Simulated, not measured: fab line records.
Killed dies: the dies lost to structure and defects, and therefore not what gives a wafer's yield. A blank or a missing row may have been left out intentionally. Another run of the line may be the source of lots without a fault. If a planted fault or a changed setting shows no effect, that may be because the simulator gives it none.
fab line records    flow sky130
[record] lots = 5  wafers = 15  lastDay = 50
route steps=708 shown SONOS_ONO@171 PAD_OPEN@708
lots that met no fault: taken from a fault-free run of the same line
startH: hours from the record's opening day to when the first of the lot's shown wafers began    waitH: hours from the lot's prior step to this one    " as in the row above    L1.1+2: one row covering several wafers at once    - either no value or no given start    * or withheld: withheld    < > ~ a bound
route shown NAME@n: a module of which the file shows steps, and the number in the route of the first    usual: the fault-free wafers' mean and standard deviation    same: alike in all rows    chamber/n: place in a boat    sites: each site's reading    _std_site: standard deviation across them    _edge_site: the outer-site mean with the inner-site mean subtracted    radiusMm: how far each site lies from the wafer's centre    mask NAME#n: copy n    behind: the last tool/chamber to shape the wafer    hold: why the lot was held/for how many hours/how that ended    device: the n, p or np transistor that did not switch    end of line: the tests these same wafers got at the end of their route    a step without rows: its recipe alone    killed: count of dies lost to structure and defects at first sort (not the wafer's yield)    map: dies across one wafer; x = killed, . = not, _ = none there
set.NAME: the setting that was run; set.NAME@STEP: the one run at that earlier step    model.NAME: the simulator's own value behind a step, which no gauge read
certain route steps with their lots: each step a table, each wafer a row
services: a tool's chamber out of use, with start hour (startH, from the record's first day; less than 0 if before it), hours out, and reason
[[steps]]
[step SKY_SONOS_ONO_THK_MEAS_03]
[recipe] reads = Si3N4_of_SONOS_ONO_CVD_02
[usual] SONOS_ONO_CVD_02_THK = 10.47/0.14
lot.wafer  tool          chamber  startH  waitH  SONOS_ONO_CVD_02_THK[nm]
L475.1     filmMetro-04  -        290.34  0.0    10.22
L475.2     "             -        "       "      10.31
L475.3     "             -        "       "      10.40
L478.2     filmMetro-01  -        298.12  0.0    10.58
L478.4     "             -        "       "      10.55
L478.5     "             -        "       "      10.54
L490.2     filmMetro-04  -        390.19  0.0    10.69
L490.4     "             -        "       "      10.53
L490.5     "             -        "       "      10.46
L491.2     filmMetro-01  -        395.51  0.0    10.40
L491.3     "             -        "       "      10.36
L491.4     "             -        "       "      10.37
L495.1     filmMetro-03  -        431.10  0.0    10.54
L495.2     "             -        "       "      10.61
L495.6     "             -        "       "      10.58
[step SKY_SONOS_ONO_CVD_04]
[recipe] material = SiO2  precursor = SiH4/N2O  targetThkNm = 5.7199  tempC = 900  pressureMtorr = 400
[step SKY_SONOS_ONO_THK_MEAS_05]
[recipe] reads = SiO2_of_SONOS_ONO_CVD_04
[usual] SONOS_ONO_CVD_04_THK = 5.71/0.12
lot.wafer  tool          chamber  startH  waitH  SONOS_ONO_CVD_04_THK[nm]
L475.1     filmMetro-01  -        291.65  0.0    5.79
L475.2     "             -        "       "      5.63
L475.3     "             -        "       "      5.84
L478.2     filmMetro-01  -        299.43  0.0    5.83
L478.4     "             -        "       "      5.74
L478.5     "             -        "       "      5.75
L490.2     filmMetro-04  -        391.50  0.0    5.69
L490.4     "             -        "       "      5.71
L490.5     "             -        "       "      5.66
L491.2     filmMetro-01  -        396.82  0.0    5.66
L491.3     "             -        "       "      5.64
L491.4     "             -        "       "      5.74
L495.1     filmMetro-04  -        432.41  0.0    5.52
L495.2     "             -        "       "      5.65
L495.6     "             -        "       "      5.61
[step SKY_SONOS_ONO_DEHYDRATE_06]
[recipe] tempC = 200  timeS = 60
[step SKY_SONOS_ONO_HMDS_07]
[recipe] primeTimeS = 60  primeTempC = 120
[step SKY_SONOS_ONO_COAT_08]
[recipe] resist = NOVOLAK  spinRpm = 3000  resistThkNm = 1140
[step SKY_SONOS_ONO_SOFTBAKE_09]
[recipe] tempC = 90  timeS = 60  resist = NOVOLAK
[step SKY_SONOS_ONO_EXPOSE_10]
[recipe] maskId = ONOM  targetCdNm = 410  na = 0.6  sourceShape = conventional  sigmaOuter = 0.6  doseMj = 150
[step SKY_SONOS_ONO_PEB_11]
[recipe] tempC = withheld  timeS = *  resist = NOVOLAK
[step SKY_SONOS_ONO_DEVELOP_12]
[recipe] developTimeS = 60  devTempC = 23
[step SKY_SONOS_ONO_CD_MEAS_13]
[recipe] targetCdNm = 410
[usual] cdNm = 410.4/2.2
lot.wafer  tool      chamber  startH  waitH  cdNm
L475.1     cdSem-02  -        317.05  0.1    413.8
L475.2     "         -        "       "      412.8
L475.3     "         -        "       "      413.6
L478.2     cdSem-02  -        324.33  0.1    409.0
L478.4     "         -        "       "      410.2
L478.5     "         -        "       "      408.4
L490.2     cdSem-01  -        421.25  0.1    407.8
L490.4     "         -        "       "      405.4
L490.5     "         -        "       "      408.2
L491.2     cdSem-01  -        427.83  0.1    409.4
L491.3     "         -        "       "      409.0
L491.4     "         -        "       "      409.6
L495.1     cdSem-02  -        463.70  0.1    409.0
L495.2     "         -        "       "      408.8
L495.6     "         -        "       "      409.1
[step SKY_SONOS_ONO_OVL_MEAS_14]
[usual] SONOS_ONO_OVL = 0.3/1.5
lot.wafer  tool        chamber  startH  waitH  SONOS_ONO_OVL[nm]
L475.1     overlay-02  -        317.17  0.1    -0.1
L475.2     "           -        "       "      0.7
L475.3     "           -        "       "      1.3
L478.2     overlay-02  -        324.44  0.1    1.4
L478.4     "           -        "       "      -0.4
L478.5     "           -        "       "      -0.8
L490.2     overlay-01  -        421.36  0.1    0.4
L490.4     "           -        "       "      -0.1
L490.5     "           -        "       "      -0.9
L491.2     overlay-02  -        427.94  0.1    -0.2
L491.3     "           -        "       "      1.1
L491.4     "           -        "       "      -0.3
L495.1     overlay-02  -        463.82  0.1    -0.7
L495.2     "           -        "       "      -0.8
L495.6     "           -        "       "      -0.8
[step SKY_SONOS_ONO_ETCH_15]
[recipe] targetDepthNm = 19.52  chemistry = CHF3/O2  sourceW = 600  biasW = 200  pressureMtorr = 40  chf3FlowSccm = 50  O2_flow_sccm = 5  timeS = 7.8
[usual] drypumpMotorCurrentA = 5.6/0.46  oesProductAu = 1.004/0.014  throttleValvePct = 8.825/0.0093
lot.wafer  tool        chamber  startH  waitH  drypumpMotorCurrentA  oesProductAu  rfHoursCounterH  throttleValvePct  model.etch.depthNm  model.SONOS_ONO.featureDepthNm  model.NOVOLAK_of_SONOS_ONO_COAT_08.thkNm
L475.1     rieDiel-02  1        317.21  0.0    5.2                   1.008         98               8.827             19.88               19.88                           1123
L475.2     "           0        "       "      6.5                   1.003         13               8.828             19.78               19.78                           1121
L475.3     "           3        "       "      5.2                   0.999         25               8.811             19.53               19.53                           1124
L478.2     rieDiel-03  0        324.47  0.0    5.3                   0.996         4                8.827             19.25               19.25                           1120
L478.4     "           1        "       "      5.0                   0.993         0                8.812             19.3                19.3                            1122
L478.5     "           2        "       "      5.4                   1.016         -                8.837             20.12               20.12                           1122
L490.2     rieDiel-02  0        421.39  0.0    6.5                   0.996         14               8.805             19.23               19.23                           1119
L490.4     "           3        "       "      5.2                   0.993         26               8.826             19.41               19.41                           1121
L490.5     "           2        "       "      5.5                   1.009         -                8.835             19.9                19.9                            1121
L491.2     rieDiel-03  0        427.97  0.0    5.3                   1.001         6                8.818             19.25               19.25                           1125
L491.3     "           1        "       "      5.1                   0.993         2                8.821             19.11               19.11                           1127
L491.4     "           3        "       "      5.9                   0.995         3                8.814             31.39               31.39                           1117
L495.1     rieDiel-02  1        463.86  0.0    5.2                   0.990         0                8.847             19.28               19.28                           1125
L495.2     "           2        "       "      5.5                   1.006         9                8.808             19.94               19.94                           1126
L495.6     "           1        "       "      5.3                   0.993         -                8.815             19.35               19.35                           1126
[step SKY_SONOS_ONO_WET_ETCH_16]
[recipe] chemistry = dHF  targetDepthNm = 14  dry = n2Spin  target = SiO2  dilution = 100:1  tempC = 25  timeS = 280
[step SKY_PAD_OPEN_PROBE_99]
[usual] killed_at_M0_to_M3 = 43/7  killed_at_M4_up = 3.1/1.9  killedAtContacts = 25/6.1  killedAtFrontEnd = 15/4.5  killedAtOther = 0.3/0.55  killedDies = 87/8.9  killedOpen = 47/6.4  killedShort = 40/6.6
[same] grossDies = 492  killedAtBackSide = 0
lot.wafer  tool       chamber  startH   waitH  killed_at_M0_to_M3  killed_at_M4_up  killedAtContacts  killedAtFrontEnd  killedAtOther  killedDies  killedOpen  killedShort  model.etest.capLiToPoly.cAfUm2  model.etest.fieldN.vtV  model.etest.sramNfetPass.offLog10AUm
L475.1     prober-01  -        1109.12  0.1    49                  2                25                10                0              86          41          45           97.54                           35.41                   -12.61
L475.2     prober-01  -        1109.17  0.1    39                  5                27                12                0              83          47          35           99.84                           35.79                   -12.93
L475.3     prober-01  -        1109.22  0.2    40                  4                35                13                0              92          47          44           98.68                           34.45                   -12.53
L478.2     prober-01  -        1114.99  0.1    43                  6                26                22                0              97          54          43           98.75                           35.89                   -12.83
L478.4     prober-01  -        1115.09  0.2    46                  2                20                23                1              92          49          42           99.32                           36.34                   -12.65
L478.5     prober-01  -        1115.14  0.2    49                  7                36                23                0              115         71          43           95.99                           35.47                   -12.99
L490.2     prober-02  -        1172.62  0.1    40                  5                32                14                0              91          51          38           101.4                           35.4                    -12.62
L490.4     prober-02  -        1172.72  0.2    46                  2                31                8                 0              87          53          34           101.8                           36.09                   -12.79
L490.5     prober-02  -        1172.77  0.2    50                  2                21                19                0              92          53          37           98.58                           34.13                   -12.45
L491.2     prober-01  -        1178.44  0.1    32                  2                28                20                0              82          53          29           99.77                           36.53                   -12.68
L491.3     prober-01  -        1178.49  0.2    45                  3                37                11                0              96          61          33           99.55                           36.29                   -12.73
L491.4     prober-01  -        1178.54  0.2    33                  4                28                15                0              80          41          36           93.66                           35.63                   -11.95
L495.1     prober-01  -        1198.71  0.1    38                  2                23                16                0              79          38          41           103.7                           36.81                   -12.8
L495.2     prober-01  -        1198.76  0.1    48                  1                23                9                 0              81          47          34           99.53                           36.1                    -12.66
L495.6     prober-01  -        1198.96  0.2    53                  8                26                20                0              107         53          54           97.78                           36.7                    -12.64
// killed by level:class
L475.1 CONTACT:geometricParticle:open=9 VIA1:geometricParticle:open=9 METAL3:geometricParticle:short=7 LI_CONTACT:geometricParticle:short=6 METAL2:geometricParticle:short=6 FIELD_ISO:geometricParticle:open=5 METAL1:geometricParticle:short=5 VIA2:geometricParticle:open=5
L475.2 LI_CONTACT:geometricParticle:open=12 VIA1:geometricParticle:open=8 CONTACT:geometricParticle:open=7 VIA1:geometricParticle:short=7 VIA2:geometricParticle:open=6 VIA3:geometricParticle:open=5 METAL2:geometricParticle:short=4 FIELD_ISO:geometricParticle:short=3
L475.3 CONTACT:geometricParticle:open=12 LI_CONTACT:geometricParticle:open=11 VIA3:geometricParticle:open=9 METAL1:geometricParticle:short=7 CONTACT:geometricParticle:short=5 METAL2:geometricParticle:short=5 VIA1:geometricParticle:open=5 POLY_GATE:geometricParticle:short=4
L478.2 VIA1:geometricParticle:open=11 FIELD_ISO:geometricParticle:short=8 CONTACT:geometricParticle:open=8 VIA3:geometricParticle:open=8 FIELD_ISO:geometricParticle:open=7 LI_CONTACT:geometricParticle:open=7 VIA1:geometricParticle:short=7 VIA2:geometricParticle:open=7
L478.4 VIA1:geometricParticle:short=9 VIA1:geometricParticle:open=9 LI_CONTACT:geometricParticle:open=8 FIELD_ISO:geometricParticle:open=6 POLY_GATE:geometricParticle:short=5 VIA3:geometricParticle:open=5 VIA2:geometricParticle:open=4 METAL1:geometricParticle:short=4
L478.5 VIA1:geometricParticle:open=13 CONTACT:geometricParticle:open=12 LI_CONTACT:geometricParticle:open=11 VIA3:geometricParticle:open=11 POLY_GATE:geometricParticle:open=7 FIELD_ISO:geometricParticle:short=6 METAL4:geometricParticle:short=6 VIA2:geometricParticle:open=5
L490.2 LI_CONTACT:geometricParticle:open=11 CONTACT:geometricParticle:open=10 VIA3:geometricParticle:open=8 LOCAL_INTERCONNECT:geometricParticle:short=7 POLY_GATE:geometricParticle:short=5 VIA1:geometricParticle:open=5 METAL1:geometricParticle:open=4 METAL1:geometricParticle:short=4
L490.4 CONTACT:geometricParticle:open=12 VIA3:geometricParticle:open=9 LI_CONTACT:geometricParticle:open=8 VIA1:geometricParticle:open=8 VIA2:geometricParticle:open=7 METAL1:geometricParticle:short=5 FIELD_ISO:geometricParticle:short=4 CONTACT:geometricParticle:short=4
L490.5 VIA2:geometricParticle:open=12 VIA3:geometricParticle:open=9 VIA1:geometricParticle:open=8 CONTACT:geometricParticle:open=8 METAL1:geometricParticle:short=6 METAL2:geometricParticle:short=6 LI_CONTACT:geometricParticle:open=5 FIELD_ISO:geometricParticle:short=4
L491.2 CONTACT:geometricParticle:open=16 FIELD_ISO:geometricParticle:open=8 VIA1:geometricParticle:open=8 VIA1:geometricParticle:short=5 FIELD_ISO:geometricParticle:short=4 METAL2:geometricParticle:short=4 POLY_GATE:geometricParticle:open=4 VIA3:geometricParticle:open=4
L491.3 CONTACT:geometricParticle:open=17 VIA1:geometricParticle:open=11 VIA2:geometricParticle:open=10 VIA3:geometricParticle:open=8 LOCAL_INTERCONNECT:geometricParticle:short=7 METAL2:geometricParticle:short=7 LI_CONTACT:geometricParticle:open=6 VIA1:geometricParticle:short=4
L491.4 CONTACT:geometricParticle:open=13 VIA1:geometricParticle:open=7 METAL1:geometricParticle:short=6 LI_CONTACT:geometricParticle:open=6 CONTACT:geometricParticle:short=6 VIA3:geometricParticle:open=6 FIELD_ISO:geometricParticle:short=5 METAL2:geometricParticle:short=5
L495.1 CONTACT:geometricParticle:open=9 VIA1:geometricParticle:open=9 METAL2:geometricParticle:short=8 FIELD_ISO:geometricParticle:short=6 LOCAL_INTERCONNECT:geometricParticle:short=5 METAL1:geometricParticle:short=5 POLY_GATE:geometricParticle:short=4 LI_CONTACT:geometricParticle:open=4
L495.2 VIA3:geometricParticle:open=10 VIA1:geometricParticle:open=9 CONTACT:geometricParticle:short=6 METAL2:geometricParticle:short=6 FIELD_ISO:geometricParticle:open=5 CONTACT:geometricParticle:open=5 VIA2:geometricParticle:short=5 VIA3:geometricParticle:short=5
L495.6 VIA1:geometricParticle:open=14 LI_CONTACT:geometricParticle:open=7 CONTACT:geometricParticle:open=7 METAL2:geometricParticle:short=7 FIELD_ISO:geometricParticle:short=6 VIA1:geometricParticle:short=6 METAL4:geometricParticle:short=6 VIA2:geometricParticle:short=6
[[services]]
tool        chamber  startH  hours  kind
rieDiel-02  -        323.01  2.8    pm
rieDiel-03  -        344.79  14.6   pm
rieDiel-02  -        355.09  15.6   pm
rieDiel-03  -        372.11  0.4    repair
rieDiel-02  -        375.20  0.3    repair
rieDiel-02  2        379.16  8.3    repair
rieDiel-03  3        380.15  5.9    repair
rieDiel-02  1        381.12  9.3    repair
rieDiel-03  3        394.23  6.4    repair
rieDiel-02  2        413.55  3.9    repair
rieDiel-02  0        430.79  5.7    repair
rieDiel-02  1        439.48  -      clean
rieDiel-02  1        439.48  14.8   scheduledDown
rieDiel-02  1        439.48  14.8   ventCycle
rieDiel-03  0        457.09  44.6   repair
rieDiel-03  1        457.36  15.0   repair
[[key]]
firstSign none at tools or gauges
[modelEffect] step = SKY_SONOS_ONO_ETCH_15  value = etch.depthNm  without = 19.38  struck = 31.39
[modelEffect] step = SKY_PAD_OPEN_PROBE_99  value = etest.capLiToPoly.cAfUm2  without = 96.65  struck = 93.66
metAt SKY_SONOS_ONO_ETCH_15
struckWafers L491.4
testerLeftOut L491
[fault] kind = processParameterDrift  tool = rieDiel-03  chamber = 3  onsetH = 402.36  steps = SKY_SONOS_ONO_ETCH_15  channel = timeS  offset = *  shape = step  endH = 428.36  actsIn = *  stated = *
// testerLeftOut: of these lots the tester's yield and bins aren't shown, on N5 and GAA mostly nor the transistor test; their killed dies are dies lost to structure and defects alone, not to doping, threshold or leakage, so they don't give the yield
